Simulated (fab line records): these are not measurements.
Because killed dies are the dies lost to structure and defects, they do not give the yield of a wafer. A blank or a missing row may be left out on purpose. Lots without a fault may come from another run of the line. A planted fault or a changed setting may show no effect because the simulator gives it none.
Which tool is to blame?    flow gf180mcu    6 lots with 18 wafers sampled at 4 steps, on a route of 602 steps

== WHAT THE GAUGES SHOWED, per wafer ==
GF_HV_LDD_TW_MEAS_50.
lot   measured      on             HV_LDD_4_TW
L934  day 13 09:24  film_metro-03  563 562 565
L937  day 14 08:04  film_metro-03  564 562 560
L942  day 16 09:13  film_metro-04  558 558 557
L944  day 16 22:32  film_metro-04  560 562 560
L952  day 19 14:41  film_metro-04  558 560 556
L954  day 20 08:50  film_metro-04  558 561 562

== WHICH TOOL RAN EACH LOT (tool, then ch and the chambers of the sampled wafers, then the start) ==
lot   GF_HV_LDD_STRIP_10                    GF_HV_LDD_STRIP_37                    GF_HV_LDD_IMPLANT_48
L934  plasma_asher-04 ch 0,1, day 10 22:29  plasma_asher-04 ch 0,1, day 12 13:22  implanter-02 ch 0, day 13 09:11
L937  plasma_asher-04 ch 0,1, day 11 19:29  plasma_asher-02 ch 0, day 13 11:22    implanter-03 ch 0, day 14 07:50
L942  plasma_asher-04 ch 0,1, day 13 17:23  plasma_asher-01 ch 0,1, day 15 11:11  implanter-03 ch 0, day 16 08:55
L944  plasma_asher-04 ch 0,1, day 14 04:50  plasma_asher-04 ch 1, day 15 23:55    implanter-01 ch 0, day 16 22:19
L952  plasma_asher-01 ch 0,1, day 16 14:50  plasma_asher-02 ch 0,1, day 18 14:07  implanter-02 ch 0, day 19 14:26
L954  plasma_asher-02 ch 0,1, day 17 07:08  plasma_asher-01 ch 0,1, day 19 08:14  implanter-01 ch 0, day 20 08:35
- GF_HV_LDD_STRIP_10: strips in O2/N2.
- GF_HV_LDD_STRIP_37: strips in O2/N2.
- GF_HV_LDD_IMPLANT_48

== THE ANSWER, worked out from the rows above alone ==
Rule: the lots themselves supply what counts as usual. Put in order of their means at a reading, lots are off if they are a third of the lots or fewer, leave a main group of 4 or more, and stand apart from it by a gap of 3 or more times the standard deviation of the main group's means; of several such gaps the widest counts. Not used: any main group whose means are identical at the precision the tables above print for the reading. A lot without any number at a reading at which 4 lots or more have one is off too. All remaining lots with rows at the step are treated as sound.
No lot is off on any of the readings shown, so nothing can be concluded from this.

== WHAT HAD BEEN PUT IN BY THE SIMULATOR ==
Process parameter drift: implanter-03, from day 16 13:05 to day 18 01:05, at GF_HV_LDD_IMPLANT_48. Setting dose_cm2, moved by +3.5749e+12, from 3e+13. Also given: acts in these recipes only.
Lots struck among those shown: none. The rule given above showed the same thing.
